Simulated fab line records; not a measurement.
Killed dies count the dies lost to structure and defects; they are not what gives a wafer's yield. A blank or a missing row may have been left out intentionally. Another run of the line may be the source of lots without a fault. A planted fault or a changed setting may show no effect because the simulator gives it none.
A sampling plan put to the test :: flow gf180mcu :: one line in one fab, 18 faults in these records, each fault weighed on the records of the lots it struck
The plan is the line's own looks: the steps of the route at which a gauge or an inspection reads the wafer and doesn't change it. Where struck wafers have a number at a look and the file lists that look's usual mean and standard deviation on fault-free wafers, the look can be judged. Caught: at a look after the fault's first step, the mean of the struck wafers lies 4 or more of those standard deviations (sigma) from the usual mean. On the tool: the test repeated on the tool's own readings taken at the fault's steps. A different recipe on the struck wafers counts as caught too, as does a record blank only for those wafers.

## THE FAULTS, as the simulator had put them in
1. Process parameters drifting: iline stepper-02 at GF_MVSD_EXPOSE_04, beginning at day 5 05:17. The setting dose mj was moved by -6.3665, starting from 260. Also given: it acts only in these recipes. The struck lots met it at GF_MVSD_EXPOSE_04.
2. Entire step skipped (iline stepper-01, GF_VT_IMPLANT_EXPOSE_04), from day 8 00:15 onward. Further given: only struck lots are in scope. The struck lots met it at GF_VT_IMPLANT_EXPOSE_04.
3. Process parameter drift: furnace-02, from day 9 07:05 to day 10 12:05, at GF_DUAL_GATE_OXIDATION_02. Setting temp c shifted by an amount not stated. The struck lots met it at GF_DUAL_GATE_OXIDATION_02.
4. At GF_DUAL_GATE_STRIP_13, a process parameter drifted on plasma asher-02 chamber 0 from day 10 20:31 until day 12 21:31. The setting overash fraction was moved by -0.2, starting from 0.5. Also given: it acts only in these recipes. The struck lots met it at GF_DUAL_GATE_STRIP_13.
5. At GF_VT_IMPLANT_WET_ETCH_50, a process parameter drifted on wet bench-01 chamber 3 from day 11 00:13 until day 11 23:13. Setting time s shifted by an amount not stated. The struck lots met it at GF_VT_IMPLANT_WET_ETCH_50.
6. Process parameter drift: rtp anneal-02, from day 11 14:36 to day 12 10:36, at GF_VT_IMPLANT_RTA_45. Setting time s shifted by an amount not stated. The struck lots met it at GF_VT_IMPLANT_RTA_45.
7. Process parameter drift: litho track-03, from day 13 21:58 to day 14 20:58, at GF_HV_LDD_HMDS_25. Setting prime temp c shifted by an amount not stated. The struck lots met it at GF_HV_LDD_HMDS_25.
8. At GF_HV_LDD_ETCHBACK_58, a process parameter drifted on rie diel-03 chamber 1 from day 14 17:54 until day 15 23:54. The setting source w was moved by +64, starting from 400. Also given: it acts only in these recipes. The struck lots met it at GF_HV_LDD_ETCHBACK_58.
9. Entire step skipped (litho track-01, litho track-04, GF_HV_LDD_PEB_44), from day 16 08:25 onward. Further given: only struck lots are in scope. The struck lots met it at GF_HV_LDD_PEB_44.
10. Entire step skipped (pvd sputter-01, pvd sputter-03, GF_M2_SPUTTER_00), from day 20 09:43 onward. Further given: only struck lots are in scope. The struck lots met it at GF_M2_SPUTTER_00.
11. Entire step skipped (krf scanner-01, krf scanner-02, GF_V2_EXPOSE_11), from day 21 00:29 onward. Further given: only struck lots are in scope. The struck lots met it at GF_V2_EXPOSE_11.
12. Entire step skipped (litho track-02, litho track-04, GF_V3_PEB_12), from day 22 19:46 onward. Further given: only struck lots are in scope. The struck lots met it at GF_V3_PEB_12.
13. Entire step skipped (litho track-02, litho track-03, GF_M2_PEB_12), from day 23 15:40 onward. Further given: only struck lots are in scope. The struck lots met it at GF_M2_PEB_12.
14. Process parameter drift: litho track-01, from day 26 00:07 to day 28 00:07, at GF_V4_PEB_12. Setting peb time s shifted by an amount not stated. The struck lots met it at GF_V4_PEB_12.
15. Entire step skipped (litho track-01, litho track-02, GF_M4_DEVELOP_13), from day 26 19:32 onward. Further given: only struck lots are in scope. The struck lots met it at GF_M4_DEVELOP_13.
16. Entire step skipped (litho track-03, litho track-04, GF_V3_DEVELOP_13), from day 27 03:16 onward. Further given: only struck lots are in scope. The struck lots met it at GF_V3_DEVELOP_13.
17. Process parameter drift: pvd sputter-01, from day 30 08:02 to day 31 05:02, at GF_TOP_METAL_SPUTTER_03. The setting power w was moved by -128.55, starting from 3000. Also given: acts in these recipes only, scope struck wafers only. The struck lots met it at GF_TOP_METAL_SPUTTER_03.
18. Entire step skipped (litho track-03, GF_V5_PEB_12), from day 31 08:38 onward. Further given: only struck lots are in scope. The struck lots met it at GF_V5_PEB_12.

## WHAT THE PLAN SAW
fault: 1
on the tool itself: exposure dose mJ cm2 -29 sigma
first look that catches it: no look after it can be judged
reading, sigma: -
median hours from its first step to that look: -
hours from the fault's start to the first struck lot there: -
judged looks passed uncaught: 0

fault: 2
on the tool itself: no reading that can be judged
first look that catches it: not the one look that can be judged after it
reading, sigma: -
median hours from its first step to that look: -
hours from the fault's start to the first struck lot there: -
judged looks passed uncaught: 1

fault: 3
on the tool itself: tube center temp C +30 sigma
first look that catches it: not the one look that can be judged after it
reading, sigma: -
median hours from its first step to that look: -
hours from the fault's start to the first struck lot there: -
judged looks passed uncaught: 1

fault: 4
on the tool itself: oes product au +9.3 sigma
first look that catches it: no look after it can be judged
reading, sigma: -
median hours from its first step to that look: -
hours from the fault's start to the first struck lot there: -
judged looks passed uncaught: 0

fault: 5
on the tool itself: run length s -87 sigma
first look that catches it: not the one look that can be judged after it
reading, sigma: -
median hours from its first step to that look: -
hours from the fault's start to the first struck lot there: -
judged looks passed uncaught: 1

fault: 6
on the tool itself: run length s +24 sigma
first look that catches it: not the one look that can be judged after it
reading, sigma: -
median hours from its first step to that look: -
hours from the fault's start to the first struck lot there: -
judged looks passed uncaught: 1

fault: 7
on the tool itself: prime temp c +27 sigma
first look that catches it: no look after it can be judged
reading, sigma: -
median hours from its first step to that look: -
hours from the fault's start to the first struck lot there: -
judged looks passed uncaught: 0

fault: 8
on the tool itself: rf fwd power W +46 sigma
first look that catches it: not the one look that can be judged after it
reading, sigma: -
median hours from its first step to that look: -
hours from the fault's start to the first struck lot there: -
judged looks passed uncaught: 1

fault: 9
on the tool itself: no reading that can be judged
first look that catches it: no look after it can be judged
reading, sigma: -
median hours from its first step to that look: -
hours from the fault's start to the first struck lot there: -
judged looks passed uncaught: 0

fault: 10
on the tool itself: the tool's record is blank for the struck wafers
first look that catches it: not the one look that can be judged after it
reading, sigma: -
median hours from its first step to that look: -
hours from the fault's start to the first struck lot there: -
judged looks passed uncaught: 1

fault: 11
on the tool itself: no reading that can be judged
first look that catches it: no look after it can be judged
reading, sigma: -
median hours from its first step to that look: -
hours from the fault's start to the first struck lot there: -
judged looks passed uncaught: 0

fault: 12
on the tool itself: the tool's record is blank for the struck wafers
first look that catches it: no look after it can be judged
reading, sigma: -
median hours from its first step to that look: -
hours from the fault's start to the first struck lot there: -
judged looks passed uncaught: 0

fault: 13
on the tool itself: the tool's record is blank for the struck wafers
first look that catches it: no look after it can be judged
reading, sigma: -
median hours from its first step to that look: -
hours from the fault's start to the first struck lot there: -
judged looks passed uncaught: 0

fault: 14
on the tool itself: heater power total W +37 sigma
first look that catches it: no look after it can be judged
reading, sigma: -
median hours from its first step to that look: -
hours from the fault's start to the first struck lot there: -
judged looks passed uncaught: 0

fault: 15
on the tool itself: the tool's record is blank for the struck wafers
first look that catches it: no look after it can be judged
reading, sigma: -
median hours from its first step to that look: -
hours from the fault's start to the first struck lot there: -
judged looks passed uncaught: 0

fault: 16
on the tool itself: the tool's record is blank for the struck wafers
first look that catches it: no look after it can be judged
reading, sigma: -
median hours from its first step to that look: -
hours from the fault's start to the first struck lot there: -
judged looks passed uncaught: 0

fault: 17
on the tool itself: cathode dc power W -99 or beyond sigma
first look that catches it: none of the 2 looks that can be judged after it
reading, sigma: -
median hours from its first step to that look: -
hours from the fault's start to the first struck lot there: -
judged looks passed uncaught: 2

fault: 18
on the tool itself: the tool's record is blank for the struck wafers
first look that catches it: no look after it can be judged
reading, sigma: -
median hours from its first step to that look: -
hours from the fault's start to the first struck lot there: -
judged looks passed uncaught: 0
A dash: the fault is not caught, or the number is missing from these records.

Caught at a look: 0 of 18. Caught on the tool: 15 of 18. By one or the other: 15 of 18.
Faults 1, 3, 4, 5, 6, 7, 8, 10, 12, 13, 14, 15, 16, 17, 18 were caught on the tool alone.
Caught by neither: faults 2, 9, 11.
